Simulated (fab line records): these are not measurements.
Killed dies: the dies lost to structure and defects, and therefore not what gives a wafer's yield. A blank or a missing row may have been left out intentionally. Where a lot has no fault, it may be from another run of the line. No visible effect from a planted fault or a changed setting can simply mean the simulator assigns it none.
A lot that was struck, set against a sound lot -- flow sky130 -- 35 out of 708 route steps
Sound: the wafers L337.2, L337.5, L337.6. The struck wafers were L348.3, L348.4, L348.5. The cause comes at the end.
For every step that has rows: the tool of each side, followed by ch and its chambers, followed by its first start. Under that, the readings that differ: sound wafers -- struck wafers -- difference of the means -- sigmas: that difference in standard deviations of wafers without a fault.
alike: a reading whose means differ by less than 2 such deviations, as well as words and numbers matching on both sides. not compared: withheld readings; readings where some wafer has no value; bounds like >300 that might hide an equal value; numbers whose values overlap and for which the record gives no deviation.
The two part at a step that has a row with sigmas, a row that says differs or no value, or rows on one side only. Numbers that have no deviation but don't overlap get no sigmas and don't part them. A reading that every wafer of one side lacks parts them only if that side has two wafers or more.

first, 10 steps without rows for these wafers: SKY_GATE_OXIDE_IMPLANT_11; SKY_GATE_OXIDE_WET_ETCH_12 (etches SiO2 in dHF, target depth 16.8 nm, time 336 s); SKY_GATE_OXIDE_STRIP_13 (strips in O2/N2); SKY_GATE_OXIDE_CLEAN_15 (cleans in SC1/SC2, time 150 s); SKY_GATE_OXIDE_OXIDATION_16 (stabilise 600 s, purge 300 s, target thk 3.57 nm); SKY_POLY_GATE_CVD_00 (deposits poly-Si, target thk 180 nm, time 720 s); SKY_RES_PROTECT_DEHYDRATE_00 (time 60 s); SKY_RES_PROTECT_HMDS_01 (prime time 60 s); SKY_RES_PROTECT_COAT_02 (resist thk 1140 nm); SKY_RES_PROTECT_SOFTBAKE_03 (time 60 s).
SKY_RES_PROTECT_EXPOSE_04: exposes mask RPM, target cd 1270 nm.
  sound on iline_stepper-02 ch 0, day 14 19:56; struck on iline_stepper-02 ch 0, day 18 23:39
reading,sound,struck,difference,sigmas
model.RES_PROTECT.overlay_x_nm (nm),0.8019 0.8019 0.8019,253.8 253.8 253.8,+253.0,
  alike: mask
then, 23 steps without rows for these wafers: SKY_RES_PROTECT_PEB_05; SKY_RES_PROTECT_DEVELOP_06 (develop time 60 s); SKY_POLY_GATE_IMPLANT_02; SKY_RES_PROTECT_STRIP_07 (strips in O2/N2); SKY_RES_PROTECT_CLEAN_09 (cleans in SC1/SC2, time 150 s); SKY_POLY_GATE_CVD_03 (deposits Si3N4 from DCS/NH3, target thk 75 nm, time 1290 s); SKY_POLY_GATE_DEHYDRATE_05 (time 60 s); SKY_POLY_GATE_HMDS_06 (prime time 60 s); SKY_POLY_GATE_COAT_07 (resist thk 110 nm); SKY_POLY_GATE_COAT_08 (resist thk 450 nm); SKY_POLY_GATE_SOFTBAKE_09 (time 90 s); SKY_POLY_GATE_EXPOSE_10 (exposes mask P1M, target cd 150 nm); SKY_POLY_GATE_PEB_11; SKY_POLY_GATE_DEVELOP_12 (develop time 60 s); SKY_POLY_GATE_ETCH_15 (etches BARC in N2/H2, stops on SiO2, time 118.5 s, target depth 110 nm); SKY_POLY_GATE_ETCH_16 (etches Si3N4 in CH3F/O2, stops on poly-Si, time 147.5 s, target depth 75 nm); SKY_POLY_GATE_ETCH_17 (etches poly-Si in HBr/Cl2, stops on SiO2, target depth 180 nm, time 70.5 s); SKY_POLY_GATE_STRIP_18 (strips in O2/N2); SKY_POLY_GATE_CLEAN_19 (cleans in SC1/SC2, time 150 s); SKY_POLY_GATE_OXIDATION_20 (stabilise 600 s, purge 300 s, target thk 4 nm); SKY_LDD_N_DEHYDRATE_00 (time 60 s); SKY_LDD_N_HMDS_01 (prime time 60 s); SKY_LDD_N_COAT_02 (resist thk 300 nm).
-- a jump in the record: the struck wafers' starts before and after are 30 days apart (it breaks off in module LDD_N and resumes in module PAD_OPEN, where the first step shown is number 708 of the route) --
SKY_PAD_OPEN_PROBE_99:
  struck on prober-01, day 48 17:44; sound on prober-02, day 45 20:24
reading,sound,struck,difference,sigmas
killed_at_other,1 0 1,12 17 14,+14,+21
model.etest.res_xhigh_po.line_ohm_um,5570 5562 5681,1353 1384 1361,-4238,
model.etest.res_xhigh_po.width_nm (nm),349.1 352.9 347.7,1445 1426 1446,+1089,
model.etest.res_high_po.line_ohm_um,724.1 728.7 755.1,507.8 515.5 514.5,-223.4,
model.etest.res_high_po.width_nm (nm),347.4 353.1 348.6,515.6 511 510.2,+162.6,
  alike: killed_at_M0_to_M3, killed_at_M4_up, killed_at_contacts, killed_at_front_end, killed_dies, killed_open, killed_short

== WHERE THEY PART ==
Only at SKY_PAD_OPEN_PROBE_99, within this record.

WHY: the cause the simulator had injected
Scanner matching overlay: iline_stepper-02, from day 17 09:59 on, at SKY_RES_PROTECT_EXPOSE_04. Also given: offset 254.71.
